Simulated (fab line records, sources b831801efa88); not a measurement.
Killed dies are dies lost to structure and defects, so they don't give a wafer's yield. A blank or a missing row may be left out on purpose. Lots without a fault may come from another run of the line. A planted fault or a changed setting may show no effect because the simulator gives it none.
Which of the tools did it? / flow sky130 / 36 wafers from 12 lots sampled at 4 of the route's 708 steps

WHAT EACH GAUGE READ, for each wafer
SKY_POLY_GATE_THK_MEAS_01.
lot=L103; measured=day 14 05:55; on=film_metro-03; POLY_GATE_CVD_00_THK (nm)=178.7 178.2 178.5
lot=L102; measured=day 14 07:41; on=film_metro-02; POLY_GATE_CVD_00_THK (nm)=178.6 177.7 177.6
lot=L104; measured=day 14 17:16; on=film_metro-03; POLY_GATE_CVD_00_THK (nm)=175.7 175.6 176.1
lot=L105; measured=day 14 23:46; on=film_metro-02; POLY_GATE_CVD_00_THK (nm)=177.9 178.0 176.7
lot=L108; measured=day 16 09:38; on=film_metro-01; POLY_GATE_CVD_00_THK (nm)=176.7 177.2 177.5
lot=L112; measured=day 17 11:50; on=film_metro-02; POLY_GATE_CVD_00_THK (nm)=173.3 173.8 172.5
lot=L115; measured=day 18 19:22; on=film_metro-02; POLY_GATE_CVD_00_THK (nm)=173.2 173.2 173.6
lot=L119; measured=day 19 22:08; on=film_metro-01; POLY_GATE_CVD_00_THK (nm)=175.6 174.4 175.1
lot=L120; measured=day 20 02:39; on=film_metro-03; POLY_GATE_CVD_00_THK (nm)=173.2 173.1 173.8
lot=L122; measured=day 21 00:29; on=film_metro-01; POLY_GATE_CVD_00_THK (nm)=173.1 174.3 174.1
lot=L123; measured=day 21 07:04; on=film_metro-02; POLY_GATE_CVD_00_THK (nm)=179.0 178.2 177.4
lot=L125; measured=day 22 03:23; on=film_metro-02; POLY_GATE_CVD_00_THK (nm)=175.3 174.3 175.8

SKY_POLY_GATE_OVL_MEAS_14.
lot=L103; measured=day 16 15:23; on=overlay-01; POLY_GATE_OVL (nm)=-7 -3 -4
lot=L102; measured=day 16 15:43; on=overlay-01; POLY_GATE_OVL (nm)=-1 0 1
lot=L104; measured=day 17 02:37; on=overlay-01; POLY_GATE_OVL (nm)=0 -1 7
lot=L105; measured=day 17 10:19; on=overlay-02; POLY_GATE_OVL (nm)=-2 -6 -3
lot=L108; measured=day 18 23:14; on=overlay-01; POLY_GATE_OVL (nm)=11 10 17
lot=L112; measured=day 20 03:38; on=overlay-01; POLY_GATE_OVL (nm)=11 6 10
lot=L115; measured=day 21 10:29; on=overlay-01; POLY_GATE_OVL (nm)=0 2 0
lot=L119; measured=day 22 12:58; on=overlay-02; POLY_GATE_OVL (nm)=-9 -5 -14
lot=L120; measured=day 22 17:12; on=overlay-01; POLY_GATE_OVL (nm)=-2 -6 -8
lot=L122; measured=day 23 19:40; on=overlay-01; POLY_GATE_OVL (nm)=-2 1 2
lot=L123; measured=day 23 23:35; on=overlay-01; POLY_GATE_OVL (nm)=-10 -9 -9
lot=L125; measured=day 24 16:30; on=overlay-01; POLY_GATE_OVL (nm)=5 5 6

SKY_LDD_P_CD_MEAS_07: target cd 380 nm.
lot=L103; measured=day 19 07:12; on=cd_sem-01; cd_nm (nm)=379.0 378.6 377.3
lot=L102; measured=day 19 07:40; on=cd_sem-02; cd_nm (nm)=377.5 379.0 378.9
lot=L104; measured=day 19 19:26; on=cd_sem-01; cd_nm (nm)=376.0 375.9 378.1
lot=L105; measured=day 20 03:15; on=cd_sem-02; cd_nm (nm)=382.8 386.1 382.6
lot=L108; measured=day 21 17:44; on=cd_sem-02; cd_nm (nm)=382.3 378.4 380.8
lot=L112; measured=day 22 20:21; on=cd_sem-01; cd_nm (nm)=384.1 381.6 381.5
lot=L115; measured=day 24 02:55; on=cd_sem-01; cd_nm (nm)=379.9 380.7 383.1
lot=L119; measured=day 25 03:38; on=cd_sem-02; cd_nm (nm)=376.1 378.2 376.3
lot=L120; measured=day 25 08:22; on=cd_sem-02; cd_nm (nm)=378.5 378.3 378.3
lot=L122; measured=day 26 10:50; on=cd_sem-02; cd_nm (nm)=382.1 383.0 382.6
lot=L123; measured=day 26 13:09; on=cd_sem-02; cd_nm (nm)=381.5 381.9 383.3
lot=L125; measured=day 27 05:43; on=cd_sem-01; cd_nm (nm)=381.2 379.8 382.3

WHAT TOOL EACH LOT RAN ON (gives the tool, then ch and the chambers of the sampled wafers, and finally the start)
lot=L103; SKY_LDD_P_COAT_02=litho_track-02 ch 0, day 18 14:19
lot=L102; SKY_LDD_P_COAT_02=litho_track-03 ch 0, day 18 15:12
lot=L104; SKY_LDD_P_COAT_02=litho_track-02 ch 0, day 19 03:50
lot=L105; SKY_LDD_P_COAT_02=litho_track-02 ch 0, day 19 11:38
lot=L108; SKY_LDD_P_COAT_02=litho_track-02 ch 0, day 21 01:41
lot=L112; SKY_LDD_P_COAT_02=litho_track-02 ch 0, day 22 05:11
lot=L115; SKY_LDD_P_COAT_02=litho_track-03 ch 0, day 23 11:48
lot=L119; SKY_LDD_P_COAT_02=litho_track-04 ch 0, day 24 11:58
lot=L120; SKY_LDD_P_COAT_02=litho_track-02 ch 0, day 24 17:32
lot=L122; SKY_LDD_P_COAT_02=litho_track-04 ch 0, day 25 19:07
lot=L123; SKY_LDD_P_COAT_02=litho_track-03 ch 0, day 25 22:27
lot=L125; SKY_LDD_P_COAT_02=litho_track-04 ch 0, day 26 14:58
- SKY_LDD_P_COAT_02: resist thk 1140 nm.

AS READ BY THE TOOLS THEMSELVES (means over the sampled wafers that have a number; for cases with no such wafer, the mark the record gives instead)
SKY_LDD_P_COAT_02.
lot=L103; tool=litho_track-02; resist_line_temp_C (C)=22.98; spin_speed_rpm (rpm)=3001.3
lot=L102; tool=litho_track-03; resist_line_temp_C (C)=22.96; spin_speed_rpm (rpm)=3001.5
lot=L104; tool=litho_track-02; resist_line_temp_C (C)=23.07; spin_speed_rpm (rpm)=3002.8
lot=L105; tool=litho_track-02; resist_line_temp_C (C)=23.14; spin_speed_rpm (rpm)=3000.0
lot=L108; tool=litho_track-02; resist_line_temp_C (C)=23.05; spin_speed_rpm (rpm)=3079.4
lot=L112; tool=litho_track-02; resist_line_temp_C (C)=22.95; spin_speed_rpm (rpm)=3077.6
lot=L115; tool=litho_track-03; resist_line_temp_C (C)=23.16; spin_speed_rpm (rpm)=2998.0
lot=L119; tool=litho_track-04; resist_line_temp_C (C)=22.90; spin_speed_rpm (rpm)=3001.1
lot=L120; tool=litho_track-02; resist_line_temp_C (C)=22.99; spin_speed_rpm (rpm)=2998.8
lot=L122; tool=litho_track-04; resist_line_temp_C (C)=22.96; spin_speed_rpm (rpm)=3001.5
lot=L123; tool=litho_track-03; resist_line_temp_C (C)=22.92; spin_speed_rpm (rpm)=2998.1
lot=L125; tool=litho_track-04; resist_line_temp_C (C)=23.09; spin_speed_rpm (rpm)=3003.1

THE ANSWER, worked out from the rows above alone
Rule: the lots themselves supply what counts as usual. Put in order of their means at a reading, lots are off if they are a third of the lots or fewer, leave a main group of 4 or more, and stand apart from it by a gap of 3 or more times the standard deviation of the main group's means; of several such gaps the widest counts. A main group whose means are all the same, to the digits that the tables above print for the reading, isn't used. A lot without any number at a reading at which 4 lots or more have one is off too. All remaining lots with rows at the step are treated as sound. First the gauges in route order, then the tools' own readings, where a lot's mean is used as printed above. At the first step where some lot is off, the reading lying furthest off is the one used; lots without a number count as furthest.
Off: L108, L112 (SKY_LDD_P_COAT_02, spin_speed_rpm). Mean 3000.6 rpm and standard deviation 1.7 in the main group.
A tool fits if, at that step or a process step before it, it ran every lot that is off, and no sound lot after the first of them. Of those tried, none fits.

WHAT HAD BEEN PUT IN BY THE SIMULATOR
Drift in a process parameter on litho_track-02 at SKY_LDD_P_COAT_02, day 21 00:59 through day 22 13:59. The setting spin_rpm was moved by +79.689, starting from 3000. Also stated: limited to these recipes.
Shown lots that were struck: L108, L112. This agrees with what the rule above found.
